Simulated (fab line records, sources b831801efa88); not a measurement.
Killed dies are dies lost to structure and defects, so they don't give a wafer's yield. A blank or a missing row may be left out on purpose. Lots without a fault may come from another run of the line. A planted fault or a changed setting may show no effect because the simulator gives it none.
Which tool did it? | flow gf180mcu | 14 lots, 42 wafers sampled, at 2 steps of a route of 602

WHAT THE GAUGES READ, wafer by wafer
GF_V4_THK_MEAS_03. Usual: V4_CVD_02_THK 851 nm, standard deviation 13.
lot  | measured     | on            | V4_CVD_02_THK (nm) | flag
L962 | day 23 19:20 | film_metro-01 | 849 856 863        |
L964 | day 24 01:31 | film_metro-02 | 842 849 845        |
L963 | day 24 02:44 | film_metro-02 | 858 862 885        |
L965 | day 24 22:26 | film_metro-02 | 847 873 858        |
L966 | day 25 07:30 | film_metro-04 | 849 852 871        |
L967 | day 25 15:02 | film_metro-02 | 857 872 878        |
L974 | day 27 15:06 | film_metro-01 | 866 876 882        |
L975 | day 27 21:29 | film_metro-04 | 842 827 840        |
L977 | day 28 10:32 | film_metro-02 | 849 830 847        |
L978 | day 28 17:46 | film_metro-04 | 832 849 849        |
L979 | day 29 04:32 | film_metro-02 | 855 871 848        |
L981 | day 29 09:38 | film_metro-04 | 834 847 831        |
L983 | day 29 22:55 | film_metro-04 | 843 839 850        |
L984 | day 30 08:00 | film_metro-02 | 846 834 856        |

GF_V4_OVL_MEAS_15. Usual: V4_OVL -2 nm, standard deviation 5.2.
lot  | measured     | on         | V4_OVL (nm) | flag
L962 | day 24 18:40 | overlay-01 | -2 0 -5     |
L964 | day 24 23:31 | overlay-02 | -7 -14 -13  |
L963 | day 25 00:55 | overlay-02 | 0 -12 -3    |
L965 | day 25 20:03 | overlay-02 | -13 -3 -8   |
L966 | day 26 05:04 | overlay-02 | 1 -2 -4     |
L967 | day 26 12:15 | overlay-02 | -2 -2 0     |
L974 | day 28 11:08 | overlay-02 | 1 6 3       |
L975 | day 28 18:25 | overlay-01 | 2 -2 3      |
L977 | day 29 06:25 | overlay-02 | -1 0 -3     |
L978 | day 29 13:10 | overlay-01 | -4 -5 -7    |
L979 | day 30 00:01 | overlay-02 | -3 -7 2     |
L981 | day 30 05:10 | overlay-02 | -8 -11 -10  |
L983 | day 30 17:07 | overlay-01 | -6 4 3      |
L984 | day 31 02:40 | overlay-02 | -1 6 -1     |

WHICH TOOL RAN EACH LOT (tool, then ch and the chambers of the sampled wafers, then the start)
The record holds no process step before these readings.

WHAT THE TOOLS THEMSELVES READ (means of the sampled wafers that have a number; where no wafer has one, the mark that the record gives instead)
The record holds no such reading with a usual standard deviation.

THE ANSWER, worked out from the rows above alone
Rule: a lot is off if the mean of its wafers that have a number lies more than 3 standard deviations from the usual mean. A lot without any number at a reading at which 4 lots or more have one is off too. The other lots that the step has rows for count as sound. The gauges are gone through in route order, then the tools' own readings, and for those a lot's mean is taken as printed above. The first step at which some lot is off is used, and at that step the reading that is off furthest; a lot without a number counts as furthest.
No lot is off at any reading shown: from this, nothing can be told.

WHAT THE SIMULATOR HAD PUT IN
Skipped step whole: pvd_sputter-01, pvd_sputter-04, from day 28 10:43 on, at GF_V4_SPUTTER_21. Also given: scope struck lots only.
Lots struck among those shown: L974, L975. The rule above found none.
